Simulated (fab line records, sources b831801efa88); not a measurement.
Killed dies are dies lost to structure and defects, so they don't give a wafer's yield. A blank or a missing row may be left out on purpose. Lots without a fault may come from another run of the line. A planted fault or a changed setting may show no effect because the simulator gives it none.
Which tool did it? | flow sky130 | 12 lots, 36 wafers sampled, at 5 steps of a route of 708

WHAT THE GAUGES READ, wafer by wafer
SKY_FIELD_ISO_CD_MEAS_13: target cd 150 nm.
lot  | measured    | on        | cd_nm (nm)
L767 | day 2 07:15 | cd_sem-01 | 152.0 151.4 152.1
L768 | day 2 08:47 | cd_sem-01 | 148.3 147.8 147.8
L770 | day 2 20:26 | cd_sem-02 | 150.9 151.9 150.9
L769 | day 2 20:39 | cd_sem-02 | 149.6 149.2 148.8
L772 | day 3 04:20 | cd_sem-02 | 149.3 149.2 149.8
L771 | day 3 04:32 | cd_sem-01 | 152.5 150.7 149.6
L773 | day 3 12:34 | cd_sem-01 | 148.5 148.7 149.4
L775 | day 3 22:58 | cd_sem-01 | 150.2 149.7 150.1
L777 | day 4 08:47 | cd_sem-01 | 151.2 151.1 95.9
L780 | day 5 02:10 | cd_sem-01 | 93.2 148.5 91.9
L788 | day 6 19:59 | cd_sem-01 | 150.6 150.6 150.3
L790 | day 7 03:00 | cd_sem-01 | 147.2 146.6 147.9

SKY_VT_ADJUST_HVTP_TW_MEAS_11.
lot  | measured     | on            | VT_ADJUST_HVTP_TW
L767 | day 6 14:17  | film_metro-03 | 1363 1369 1362
L768 | day 6 13:49  | film_metro-01 | 1375 1372 1373
L770 | day 6 22:54  | film_metro-03 | 1371 1371 1362
L769 | day 6 22:37  | film_metro-01 | 1370 1366 1359
L772 | day 7 05:25  | film_metro-03 | 1357 1360 1352
L771 | day 7 04:22  | film_metro-03 | 1359 1354 1359
L773 | day 7 17:30  | film_metro-03 | 1356 1351 1357
L775 | day 8 02:47  | film_metro-01 | 1360 1363 1365
L777 | day 8 18:45  | film_metro-03 | 1362 1359
L780 | day 9 11:55  | film_metro-01 | 1366
L788 | day 11 16:32 | film_metro-03 | 1361 1352 1355
L790 | day 12 00:22 | film_metro-01 | 1351 1355 1354

SKY_VT_ADJUST_NCORE_TW_MEAS_11.
lot  | measured     | on            | VT_ADJUST_NCORE_TW
L767 | day 9 03:32  | film_metro-02 | 216.3 217.0 216.9
L768 | day 9 01:58  | film_metro-02 | 216.8 216.3 216.9
L770 | day 9 12:24  | film_metro-02 | 217.6 216.7 217.1
L769 | day 9 11:55  | film_metro-02 | 217.0 215.5 217.1
L772 | day 9 19:33  | film_metro-02 | 216.0 216.9 217.2
L771 | day 9 18:53  | film_metro-02 | 217.2 216.7 217.0
L773 | day 10 10:13 | film_metro-01 | 220.2 221.7 220.1
L775 | day 10 19:48 | film_metro-02 | 218.3 218.9 219.5
L777 | day 11 15:57 | film_metro-01 | 219.8 219.9
L780 | day 12 07:48 | film_metro-01 | 219.2
L788 | day 14 19:59 | film_metro-02 | 217.4 215.6 215.0
L790 | day 15 03:57 | film_metro-01 | 218.5 219.3 218.3

WHICH TOOL RAN EACH LOT (tool, then ch and the chambers of the sampled wafers, then the start)
lot  | SKY_FIELD_ISO_EXPOSE_10          | SKY_PWDE_STRIP_09
L767 | krf_scanner-01 ch 0, day 2 01:32 | plasma_asher-04 ch 0,1, day 4 06:47
L768 | krf_scanner-01 ch 0, day 2 03:05 | plasma_asher-02 ch 0,1, day 4 06:34
L770 | krf_scanner-02 ch 0, day 2 14:04 | plasma_asher-04 ch 0,1, day 4 14:50
L769 | krf_scanner-02 ch 0, day 2 14:13 | plasma_asher-02 ch 0,1, day 4 14:31
L772 | krf_scanner-02 ch 0, day 2 21:25 | plasma_asher-02 ch 0,1, day 4 20:21
L771 | krf_scanner-02 ch 0, day 2 21:35 | plasma_asher-01 ch 0,1, day 4 20:02
L773 | krf_scanner-01 ch 0, day 3 05:17 | plasma_asher-02 ch 0, day 5 07:42
L775 | krf_scanner-01 ch 0, day 3 14:46 | plasma_asher-04 ch 0,1, day 5 16:05
L777 | krf_scanner-01 ch 0, day 4 00:40 | plasma_asher-02 ch 0,1, day 6 05:23
L780 | krf_scanner-01 ch 0, day 4 17:25 | plasma_asher-01 ch 0, day 6 22:07
L788 | krf_scanner-02 ch 0, day 6 10:11 | plasma_asher-01 ch 0,1, day 8 18:26
L790 | krf_scanner-01 ch 0, day 6 18:22 | plasma_asher-01 ch 1, day 9 02:12
- SKY_FIELD_ISO_EXPOSE_10: exposes mask FOM, target cd 150 nm.
- SKY_PWDE_STRIP_09: strips in O2/N2.

WHAT THE TOOLS THEMSELVES READ (means of the sampled wafers that have a number; where no wafer has one, the mark that the record gives instead)
SKY_FIELD_ISO_EXPOSE_10.
lot  | tool           | stage_vel_mm_s (mm/s)
L767 | krf_scanner-01 | 500.06
L768 | krf_scanner-01 | 499.73
L770 | krf_scanner-02 | 499.92
L769 | krf_scanner-02 | 499.89
L772 | krf_scanner-02 | 499.89
L771 | krf_scanner-02 | 500.05
L773 | krf_scanner-01 | 499.90
L775 | krf_scanner-01 | 500.17
L777 | krf_scanner-01 | 499.66
L780 | krf_scanner-01 | 500.19
L788 | krf_scanner-02 | 499.70
L790 | krf_scanner-01 | 499.94

SKY_PWDE_STRIP_09.
lot  | tool            | drypump_motor_current_A (A) | oes_product_au (a.u.) | strip_time_to_endpoint_s (s)
L767 | plasma_asher-04 | 5.94                        | 0.725                 | 36.79
L768 | plasma_asher-02 | 5.77                        | 0.727                 | 36.80
L770 | plasma_asher-04 | 5.86                        | 0.721                 | 37.01
L769 | plasma_asher-02 | 5.77                        | 0.718                 | 37.02
L772 | plasma_asher-02 | 5.82                        | 0.719                 | 36.87
L771 | plasma_asher-01 | 6.03                        | 0.723                 | 36.97
L773 | plasma_asher-02 | 5.84                        | 0.723                 | 36.91
L775 | plasma_asher-04 | 5.95                        | 0.726                 | 36.83
L777 | plasma_asher-02 | 5.78                        | 0.720                 | 36.94
L780 | plasma_asher-01 | 5.90                        | 0.720                 | 36.85
L788 | plasma_asher-01 | 6.12                        | 0.720                 | 36.87
L790 | plasma_asher-01 | 6.22                        | 0.722                 | 36.91

THE ANSWER, worked out from the rows above alone
Rule: what is usual is taken from the lots themselves. Put in order of their means at a reading, lots are off if they are a third of the lots or fewer, leave a main group of 4 or more, and stand apart from it by a gap of 3 or more times the standard deviation of the main group's means; of several such gaps the widest counts. A main group whose means are all the same, to the digits that the tables above print for the reading, isn't used. A lot without any number at a reading at which 4 lots or more have one is off too. The other lots that the step has rows for count as sound. The gauges are gone through in route order, then the tools' own readings, and for those a lot's mean is taken as printed above. The first step at which some lot is off is used, and at that step the reading that is off furthest; a lot without a number counts as furthest.
Off: L777, L780, at SKY_FIELD_ISO_CD_MEAS_13 (cd_nm). The main group: mean 149.7 nm, standard deviation 1.4.
A tool fits if, at a process step before that reading, it ran every lot that is off, and no sound lot after the first of them. The gauges at SKY_FIELD_ISO_CD_MEAS_13 are tried like those tools. None of those tried fits.

WHAT THE SIMULATOR HAD PUT IN
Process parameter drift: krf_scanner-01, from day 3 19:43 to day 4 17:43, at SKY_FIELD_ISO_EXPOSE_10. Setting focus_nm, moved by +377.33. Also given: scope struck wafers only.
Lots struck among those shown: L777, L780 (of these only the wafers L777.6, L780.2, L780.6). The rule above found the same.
